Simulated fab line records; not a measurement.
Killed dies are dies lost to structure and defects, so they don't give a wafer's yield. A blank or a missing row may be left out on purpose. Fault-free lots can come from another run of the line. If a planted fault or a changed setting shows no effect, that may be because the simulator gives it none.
Which tool was responsible?    flow gf180mcu    12 lots with 36 wafers sampled at 5 steps, on a route of 602 steps

WHAT THE GAUGES SHOWED, per wafer
GF_VT_IMPLANT_TW_MEAS_43.
lot   measured      on             VT_IMPLANT_4_TW
L409  day 7 12:17   film metro-04  685 688 691
L411  day 8 02:01   film metro-04  688 688 686
L412  day 8 06:26   film metro-02  694 695 700
L414  day 8 23:59   film metro-04  857 860 857 861 862 860
L415  day 9 03:44   film metro-04  693 692 692
L416  day 9 11:31   film metro-02  699 703 701
L423  day 11 13:25  film metro-04  864 858 862 856 862 862
L425  day 12 01:40  film metro-04  692 693 692
L426  day 12 07:04  film metro-02  698 695 691
L427  day 12 13:46  film metro-03  684 680 680
L428  day 12 21:59  film metro-03  686 683 680
L431  day 13 16:19  film metro-02  693 696 696

GF_V1_CD_MEAS_14: the cd target is 260 nm.
lot   measured      on         cd nm (nm)
L409  day 18 00:30  cd sem-01  260.7 260.7 258.2
L411  day 18 19:50  cd sem-01  259.5 260.6 260.2
L412  day 19 08:44  cd sem-01  260.4 260.4 261.3
L414  day 20 02:03  cd sem-02  258.6 257.9 258.9
L415  day 20 07:38  cd sem-02  257.4 257.2 258.9
L416  day 20 18:13  cd sem-01  260.5 259.3 260.4
L423  day 23 09:55  cd sem-02  258.0 257.4 258.5
L425  day 24 03:23  cd sem-01  262.3 261.9 261.9
L426  day 24 06:34  cd sem-02  259.9 260.2 260.3
L427  day 24 10:50  cd sem-02  258.1 258.7 258.2
L428  day 24 20:51  cd sem-01  259.3 260.5 260.7
L431  day 25 18:19  cd sem-01  260.0 261.4 260.2

EACH LOT AND THE TOOL THAT RAN IT (in order: tool; ch and the chambers of the sampled wafers; start)
lot   GF_VT_IMPLANT_IMPLANT_41         GF_HV_LDD_STRIP_37                    GF_CONTACT_CMP_27
L409  implanter-04 ch 0, day 7 12:02   plasma asher-01 ch 0,1, day 11 13:59  cmp-02 ch 0,3, day 16 00:51
L411  implanter-04 ch 0, day 8 01:46   plasma asher-04 ch 0,1, day 12 02:04  cmp-02 ch 0,2,3, day 16 20:33
L412  implanter-02 ch 0, day 8 06:13   plasma asher-01 ch 0, day 12 14:10    cmp-02 ch 2,3, day 17 08:54
L414  implanter-04 ch 0, day 8 23:25   plasma asher-04 ch 0,1, day 13 06:01  cmp-02 ch 0,2,3, day 18 01:28
L415  implanter-01 ch 0, day 9 03:29   plasma asher-02 ch 0,1, day 13 09:14  cmp-01 ch 2,3, day 18 05:49
L416  implanter-01 ch 0, day 9 11:16   plasma asher-01 ch 0,1, day 13 18:46  cmp-02 ch 0,2,3, day 18 15:59
L423  implanter-02 ch 0, day 11 12:50  plasma asher-04 ch 0,1, day 16 04:13  cmp-02 ch 1,2,3, day 21 09:47
L425  implanter-01 ch 0, day 12 01:25  plasma asher-04 ch 0,1, day 16 23:21  cmp-01 ch 2,3, day 22 03:40
L426  implanter-04 ch 0, day 12 06:50  plasma asher-04 ch 0,1, day 17 02:18  cmp-01 ch 1,3, day 22 08:01
L427  implanter-02 ch 0, day 12 13:32  plasma asher-01 ch 0,1, day 17 08:43  cmp-01 ch 0,2, day 22 11:34
L428  implanter-04 ch 0, day 12 21:44  plasma asher-02 ch 0,1, day 17 18:19  cmp-02 ch 0,1,3, day 22 22:25
L431  implanter-04 ch 0, day 13 16:07  plasma asher-04 ch 0,1, day 18 16:53  cmp-02 ch 0,3, day 23 21:20
- GF_VT_IMPLANT_IMPLANT_41
- GF_HV_LDD_STRIP_37: strips in O2/N2.
- GF_CONTACT_CMP_27: polishes, stops on SiO2, t overpolish 15 s, target thk 0 nm.

WHAT THE TOOLS THEMSELVES READ (means of the sampled wafers that have a number; where no wafer has one, the mark that the record gives instead)
GF_VT_IMPLANT_IMPLANT_41.
lot   tool          tilt deg (degrees)
L409  implanter-04  7.008
L411  implanter-04  6.987
L412  implanter-02  7.006
L414  implanter-04  7.021
L415  implanter-01  6.987
L416  implanter-01  7.004
L423  implanter-02  6.990
L425  implanter-01  7.018
L426  implanter-04  7.004
L427  implanter-02  7.008
L428  implanter-04  7.038
L431  implanter-04  7.003

GF_HV_LDD_STRIP_37.
lot   tool             drypump motor current A (A)  heater power w (W)  oes product au (a.u.)  platen temp c (C)  strip time to endpoint s (s)
L409  plasma asher-01  5.1                          276                 0.716                  250.14             12.618
L411  plasma asher-04  4.9                          306                 0.716                  249.87             12.630
L412  plasma asher-01  5.6                          284                 0.718                  249.93             12.612
L414  plasma asher-04  4.9                          305                 0.718                  249.88             12.614
L415  plasma asher-02  5.7                          358                 0.715                  249.95             12.561
L416  plasma asher-01  5.1                          272                 0.711                  250.04             12.608
L423  plasma asher-04  4.9                          303                 0.717                  249.91             12.644
L425  plasma asher-04  5.0                          308                 0.717                  250.21             12.612
L426  plasma asher-04  5.1                          327                 0.715                  250.03             12.640
L427  plasma asher-01  5.1                          274                 0.713                  249.88             12.613
L428  plasma asher-02  5.7                          361                 0.714                  249.94             12.623
L431  plasma asher-04  4.9                          302                 0.721                  250.07             12.632

GF_CONTACT_CMP_27.
lot   tool    motor current A (A)  overpolish run s (s)  slurry flow ml min  time to endpoint s (s)
L409  cmp-02  11.5                 15.000                150.0               74
L411  cmp-02  11.2                 15.001                149.9               78
L412  cmp-02  11.0                 15.002                150.3               76
L414  cmp-02  10.7                 14.992                149.9               73
L415  cmp-01  10.5                 15.004                150.0               74
L416  cmp-02  11.0                 14.991                150.0               74
L423  cmp-02  10.9                 15.005                150.0               76
L425  cmp-01  10.1                 15.002                150.2               75
L426  cmp-01  10.5                 15.001                149.6               76
L427  cmp-01  11.5                 14.996                149.6               75
L428  cmp-02  11.2                 14.997                149.7               78
L431  cmp-02  11.4                 15.007                150.6               76

THE ANSWER, worked out from the rows above alone
Rule: the lots themselves supply what counts as usual. Put in order of their means at a reading, lots are off if they are a third of the lots or fewer, leave a main group of 4 or more, and stand apart from it by a gap of 3 or more times the standard deviation of the main group's means; of several such gaps the widest counts. The tables above print the reading to a certain number of digits; a main group whose means all agree to those digits is not used. A lot without any number at a reading at which 4 lots or more have one is off too. The other lots that the step has rows for count as sound. After the gauges, taken in route order, come the tools' own readings; for these a lot's mean is taken, as printed above. The first step at which some lot is off is used, and at that step the reading that is off furthest; a lot without a number counts as furthest.
Off: L414, L423, at GF_VT_IMPLANT_TW_MEAS_43 (VT_IMPLANT_4_TW). For the main group the mean is 691 and the standard deviation 5.8.
A tool fits if, at a process step before that reading, it ran every lot that is off, and no sound lot after the first of them. Those tools and the gauges at GF_VT_IMPLANT_TW_MEAS_43 are tried in the same way. None of those tried fits.

WHAT THE SIMULATOR HAD INSERTED
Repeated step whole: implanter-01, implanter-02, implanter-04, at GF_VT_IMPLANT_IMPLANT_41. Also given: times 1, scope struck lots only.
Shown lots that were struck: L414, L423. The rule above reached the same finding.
